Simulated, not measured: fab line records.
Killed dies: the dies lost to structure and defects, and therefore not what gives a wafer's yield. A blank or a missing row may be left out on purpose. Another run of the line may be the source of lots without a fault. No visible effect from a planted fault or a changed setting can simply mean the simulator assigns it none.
fab line records    flow gf180mcu
record: lots: 7  wafers: 20  last_day: 33
route steps=602 shown M4@460
lots that met no fault: from a run of the same line without faults
start_h: the number of hours between the record's first day and the start of the first shown wafer of the lot    wait_h: hours elapsed since this lot's preceding step    " repeats the value in the row above    L1.1+2: a single row standing in for several wafers    - no value, or no start was given    * or withheld: withheld    < > ~ a bound
route shown NAME@n: NAME is a module with steps in the file, n the number in the route of the first one    usual: the fault-free wafers' mean and standard deviation    same: alike in all rows    chamber/n: place in a boat    sites: the reading at each site    _std_site: how widely they spread, as a standard deviation    _edge_site: the outer-site mean with the inner-site mean subtracted    radius_mm: for every site, how far away it sits from the centre of the wafer    mask NAME#n: copy n    behind: the last tool/chamber to shape the wafer    hold: cause of the lot's hold/its duration in hours/its outcome    device: which transistor (n, p or np) failed to switch    end of line: at the end of the route, the tests of the same wafers    a step with no rows: only its recipe    killed: count of dies lost to structure and defects at first sort (not the wafer's yield)    map: a wafer's dies, marking killed ones x, the rest . and places with no die _
set.NAME: the setting that was run; set.NAME@STEP: the one run at that earlier step    model.NAME: the simulator's own value behind a step, which no gauge read
lots seen at some steps along the route; tables by step, rows by wafer
services: from which hour (start_h, from the record's first day; less than 0 if before it) a tool's chamber was out of use, for how many hours, and why
== steps ==
step: GF_M4_SPUTTER_04
recipe: material: TiN  target_thk_nm: 50  power_w: 6500  time_s: 41.7  chamber_pressure_pa: 0.4
usual: cathode_dc_power_W: 6500.0/1.2  throttle_valve_pct: 29.8/0.87
lot.wafer  tool            chamber  start_h  wait_h  cathode_dc_power_W  throttle_valve_pct
L750.1     pvd_sputter-02  -        525.53   0.0     6497.8              28.9
L750.2     "               -        "        "       6498.7              30.1
L750.4     "               -        "        "       6500.3              30.9
L757.3     pvd_sputter-02  -        593.09   0.0     6497.2              29.2
L757.5     "               -        "        "       6499.8              29.8
L757.6     "               -        "        "       6498.2              30.9
L760.4     pvd_sputter-01  -        608.02   0.0     6501.9              31.0
L760.5     "               -        "        "       6500.8              30.0
L760.6     "               -        "        "       6502.0              28.0
L762.3     pvd_sputter-04  -        624.13   0.0     6500.0              30.5
L762.5     "               -        "        "       6498.8              30.3
L762.6     "               -        "        "       6498.3              28.5
L764.3     pvd_sputter-04  -        636.15   0.0     6501.4              29.9
L764.4     "               -        "        "       6500.2              28.4
L764.5     "               -        "        "       6499.0              30.5
L765.1     pvd_sputter-02  -        641.86   0.0     6501.8              29.0
L765.5     "               -        "        "       6499.3              29.2
L765.6     "               -        "        "       6500.9              28.8
L766.5     pvd_sputter-01  -        647.13   0.0     6498.6              28.5
L766.6     "               -        "        "       6499.7              30.3
step: GF_M4_RS_MEAS_05
recipe: thk_meas_gauge: four-point-probe  reads: TiN_of_M4_SPUTTER_04+Ti_of_M4_SPUTTER_03+AlCu_of_M4_SPUTTER_02+TiN_of_M4_SPUTTER_01+Ti_of_M4_SPUTTER_00
usual: M4_ALCU_RS: 0.0699/0.00076
lot.wafer  tool           chamber  start_h  wait_h  M4_ALCU_RS[ohm/sq]
L750.1     film_metro-04  -        525.57   0.0     0.0691
L750.2     "              -        "        "       0.0696
L750.4     "              -        "        "       0.0697
L757.3     film_metro-03  -        593.17   0.1     0.0706
L757.5     "              -        "        "       0.0702
L757.6     "              -        "        "       0.0693
L760.4     film_metro-03  -        608.10   0.1     0.0702
L760.5     "              -        "        "       0.0698
L760.6     "              -        "        "       0.0699
L762.3     film_metro-02  -        624.21   0.1     0.0693
L762.5     "              -        "        "       0.0693
L762.6     "              -        "        "       0.0697
L764.3     film_metro-03  -        636.23   0.1     0.0706
L764.4     "              -        "        "       0.0712
L764.5     "              -        "        "       0.0703
L765.1     film_metro-03  -        641.90   0.0     0.0711
L765.5     "              -        "        "       0.0712
L765.6     "              -        "        "       0.0705
L766.5     film_metro-04  -        647.23   0.1     0.0704
L766.6     "              -        "        "       0.0699
step: GF_M4_THK_MEAS_06
recipe: thk_meas_gauge: xrf  reads: AlCu_of_M4_SPUTTER_02
usual: M4_ALCU_THK: 448/5
lot.wafer  tool           chamber  start_h  wait_h  M4_ALCU_THK[nm]
L750.1     film_metro-04  -        525.69   0.1     454
L750.2     "              -        "        "       446
L750.4     "              -        "        "       450
L757.3     film_metro-03  -        593.27   0.1     444
L757.5     "              -        "        "       447
L757.6     "              -        "        "       453
L760.4     film_metro-03  -        608.19   0.1     450
L760.5     "              -        "        "       453
L760.6     "              -        "        "       447
L762.3     film_metro-02  -        624.31   0.1     449
L762.5     "              -        "        "       448
L762.6     "              -        "        "       445
L764.3     film_metro-03  -        636.33   0.1     446
L764.4     "              -        "        "       443
L764.5     "              -        "        "       449
L765.1     film_metro-03  -        642.02   0.1     445
L765.5     "              -        "        "       442
L765.6     "              -        "        "       446
L766.5     film_metro-04  -        647.31   0.1     446
L766.6     "              -        "        "       447
step: GF_M4_DEHYDRATE_07
recipe: temp_c: 200  time_s: 60
step: GF_M4_HMDS_08
recipe: prime_time_s: 60  prime_temp_c: 120
step: GF_M4_COAT_09
recipe: resist: KrF  spin_rpm: withheld  resist_thk_nm: 1000
step: GF_M4_SOFTBAKE_10
recipe: temp_c: 130  time_s: 60  resist: KrF
step: GF_M4_EXPOSE_11
recipe: mask_id: Metal4  target_cd_nm: 280  na: 0.68  source_shape: conventional  sigma_outer: 0.6  dose_mj: 28
step: GF_M4_PEB_12
recipe: peb_temp_c: 135  peb_time_s: 90  resist: KrF
step: GF_M4_DEVELOP_13
recipe: develop_time_s: 60  dev_temp_c: 21
step: GF_M4_CD_MEAS_14
recipe: target_cd_nm: 280
usual: cd_nm: 279.7/0.93
lot.wafer  tool       chamber  start_h  wait_h  cd_nm
L750.1     cd_sem-02  -        548.31   0.1     278.3
L750.2     "          -        "        "       278.3
L750.4     "          -        "        "       279.0
L757.3     cd_sem-01  -        613.40   0.1     278.6
L757.5     "          -        "        "       279.9
L757.6     "          -        "        "       279.3
L760.4     cd_sem-02  -        628.76   0.1     279.2
L760.5     "          -        "        "       278.6
L760.6     "          -        "        "       278.4
L762.3     cd_sem-02  -        643.95   0.1     280.1
L762.5     "          -        "        "       280.7
L762.6     "          -        "        "       280.2
L764.3     cd_sem-02  -        655.98   0.2     280.6
L764.4     "          -        "        "       279.7
L764.5     "          -        "        "       279.7
L765.1     cd_sem-02  -        661.40   0.1     280.9
L765.5     "          -        "        "       281.2
L765.6     "          -        "        "       280.8
L766.5     cd_sem-02  -        666.28   0.1     279.4
L766.6     "          -        "        "       280.5
step: GF_M4_OVL_MEAS_15
usual: M4_OVL: 3/5.2
lot.wafer  tool        chamber  start_h  wait_h  M4_OVL[nm]
L750.1     overlay-01  -        548.43   0.1     -3
L750.2     "           -        "        "       1
L750.4     "           -        "        "       3
L757.3     overlay-02  -        613.49   0.1     2
L757.5     "           -        "        "       3
L757.6     "           -        "        "       4
L760.4     overlay-02  -        628.84   0.1     1
L760.5     "           -        "        "       -9
L760.6     "           -        "        "       5
L762.3     overlay-02  -        644.04   0.1     10
L762.5     "           -        "        "       0
L762.6     "           -        "        "       3
L764.3     overlay-01  -        656.07   0.1     7
L764.4     "           -        "        "       3
L764.5     "           -        "        "       1
L765.1     overlay-02  -        661.52   0.1     6
L765.5     "           -        "        "       10
L765.6     "           -        "        "       14
L766.5     overlay-02  -        666.35   0.0     -5
L766.6     "           -        "        "       -7
step: GF_M4_METAL_ETCH_16
recipe: chemistry: Cl2/BCl3  mask_material: KrF  target_depth_nm: 750.8  stop_on: SiO2  pressure_mtorr: 8  icp_w: 800  bias_w: 140  Cl2_flow_sccm: 80  bcl3_flow_sccm: 40  time_s: 125.1
usual: bias_w: 140.0/0.41  drypump_motor_current_A: 5.9/0.31  he_backside_leak_sccm: 3.33/0.24  oes_product_au: 0.991/0.0051  throttle_valve_pct: 28.229/0.0098
lot.wafer  tool          chamber  start_h  wait_h  bias_w  drypump_motor_current_A  he_backside_leak_sccm  oes_product_au  rf_hours_counter_h  throttle_valve_pct  model.KrF_of_M4_COAT_09.thk_nm
L750.1     rie_metal-02  0        548.47   0.0     139.9   5.6                      3.46                   0.983           9                   28.223              690.5
L750.2     "             1        "        "       138.6   5.9                      2.98                   0.989           1                   28.236              686.8
L750.4     "             0        "        "       139.5   5.6                      3.24                   0.987           -                   28.232              686.5
L757.3     rie_metal-02  0        613.56   0.1     139.9   5.6                      3.65                   0.992           -                   28.249              680.6
L757.5     "             1        "        "       140.1   5.8                      3.05                   0.987           -                   28.235              682
L757.6     "             0        "        "       140.1   5.6                      3.65                   0.992           -                   28.243              681
L760.4     rie_metal-04  0        628.99   0.1     140.1   5.5                      3.22                   0.999           -                   28.219              684.1
L760.5     "             0        "        "       140.5   5.6                      3.06                   0.997           -                   28.227              687.5
L760.6     "             0        "        "       139.7   5.6                      3.11                   0.994           -                   28.234              683.2
L762.3     rie_metal-04  0        644.11   0.1     140.4   5.6                      3.05                   0.987           -                   28.232              685.9
L762.5     "             0        "        "       140.6   5.6                      3.01                   0.990           -                   28.219              685.6
L762.6     "             1        "        "       139.5   6.3                      3.44                   0.988           -                   28.225              688.1
L764.3     rie_metal-04  0        656.13   0.1     140.1   5.6                      3.36                   0.998           -                   28.202              680.8
L764.4     "             1        "        "       140.2   6.3                      3.52                   0.990           -                   28.224              685.5
L764.5     "             1        "        "       140.2   6.3                      3.43                   0.895           -                   28.357              738.9
L765.1     rie_metal-04  0        661.56   0.0     139.7   5.6                      3.15                   0.997           9                   28.233              687
L765.5     "             1        "        "       139.7   6.3                      3.61                   0.884           -                   28.350              739.3
L765.6     "             0        "        "       140.8   5.6                      3.28                   0.995           -                   28.223              685.7
L766.5     rie_metal-04  1        666.45   0.1     139.8   6.3                      3.79                   0.901           -                   28.335              737.2
L766.6     "             0        "        "       140.6   5.6                      3.42                   0.991           -                   28.232              687.4
step: GF_M4_STRIP_17
recipe: chemistry: O2/N2  power_w: 1400  pressure_mtorr: 1500  platen_temp_c: 250  o2_flow_sccm: 3000  n2_flow_sccm: 300  overash_fraction: 0.5
usual: drypump_motor_current_A: 5.7/0.33  heater_power_w: 336/15  oes_product_au: 0.538/0.0051  strip_time_to_endpoint_s: 7.38/0.042
lot.wafer  tool             chamber  start_h  wait_h  drypump_motor_current_A  heater_power_w  oes_product_au  rf_hours_counter_h  strip_time_to_endpoint_s
L750.1     plasma_asher-03  1        548.60   0.1     5.4                      341             0.549           71                  7.44
L750.2     "                0        "        "       5.8                      335             0.541           71                  7.39
L750.4     "                1        "        "       5.4                      342             0.539           -                   7.41
L757.3     plasma_asher-03  0        613.68   0.1     5.7                      325             0.528           -                   7.34
L757.5     "                0        "        "       5.7                      332             0.536           -                   7.35
L757.6     "                1        "        "       5.4                      342             0.537           -                   7.35
L760.4     plasma_asher-01  1        629.15   0.1     5.6                      373             0.544           -                   7.38
L760.5     "                0        "        "       6.0                      311             0.541           -                   7.41
L760.6     "                1        "        "       5.7                      376             0.532           -                   7.37
L762.3     plasma_asher-03  1        644.23   0.1     5.4                      348             0.536           -                   7.40
L762.5     "                0        "        "       5.8                      326             0.536           -                   7.39
L762.6     "                1        "        "       5.3                      342             0.536           -                   7.42
L764.3     plasma_asher-03  1        656.25   0.1     5.3                      333             0.539           -                   7.34
L764.4     "                0        "        "       5.7                      332             0.539           -                   7.39
L764.5     "                1        "        "       5.3                      339             0.556           -                   7.91
L765.1     plasma_asher-03  1        661.69   0.1     5.4                      337             0.535           83                  7.42
L765.5     "                0        "        "       5.7                      334             0.564           -                   7.92
L765.6     "                1        "        "       5.4                      331             0.540           -                   7.41
L766.5     plasma_asher-02  1        666.56   0.1     5.7                      360             0.559           -                   7.88
L766.6     "                0        "        "       6.4                      308             0.548           -                   7.41
step: GF_M4_STRIP_18
recipe: chemistry: post_etch_residue_remover  time_s: 1200  temp_c: 72.5
== services ==
tool             chamber  start_h  hours  kind
rie_metal-04     0        508.57   6.4    repair
pvd_sputter-02   -        511.06   2.5    repair
plasma_asher-02  -        521.08   2.7    repair
pvd_sputter-01   -        528.52   4.2    repair
rie_metal-02     -        532.96   2.8    pm
pvd_sputter-04   -        550.07   0.8    repair
pvd_sputter-04   3        593.17   -      consumable_replace:kit
pvd_sputter-04   3        593.17   18.0   scheduled_down
pvd_sputter-04   3        593.17   18.0   vent_cycle
pvd_sputter-01   2        602.66   -      consumable_replace:kit
pvd_sputter-01   2        602.66   18.0   scheduled_down
pvd_sputter-01   2        602.66   18.0   vent_cycle
rie_metal-04     1        611.53   -      clean
rie_metal-04     1        611.53   17.4   scheduled_down
rie_metal-04     1        611.53   17.4   vent_cycle
rie_metal-02     0        641.52   4.9    repair
pvd_sputter-02   3        641.90   -      consumable_replace:kit
pvd_sputter-02   3        641.90   18.0   scheduled_down
pvd_sputter-02   3        641.90   18.0   vent_cycle
== key ==
first_sign: step: GF_M4_METAL_ETCH_16  reading: oes_product_au  direction: down  sigmas: 19  usual: 0.991  struck: 0.893
effect: step: GF_M4_METAL_ETCH_16  reading: throttle_valve_pct  direction: up  sigmas: 12  usual: 28.229  struck: 28.347
effect: step: GF_M4_STRIP_17  reading: strip_time_to_endpoint_s  direction: up  sigmas: 12  usual: *  struck: *
model_effect: step: GF_M4_METAL_ETCH_16  value: KrF_of_M4_COAT_09.thk_nm  without: 686  struck: 738.5
met_at GF_M4_METAL_ETCH_16
struck_wafers L764.5,L765.5,L766.5
sort_left_out L764.5,L765.5,L766.5
onset_between 644.11 656.13
fault: kind: process_parameter_drift  tool: rie_metal-04  chamber: -  onset_h: 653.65  steps: GF_M4_METAL_ETCH_16  channel: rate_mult  offset: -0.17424  shape: step  end_h: 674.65  scope: struck_wafers_only
sort_left_out: the simulated sort isn't trusted on such a fault, so these wafers' sort isn't shown, and their yield isn't known
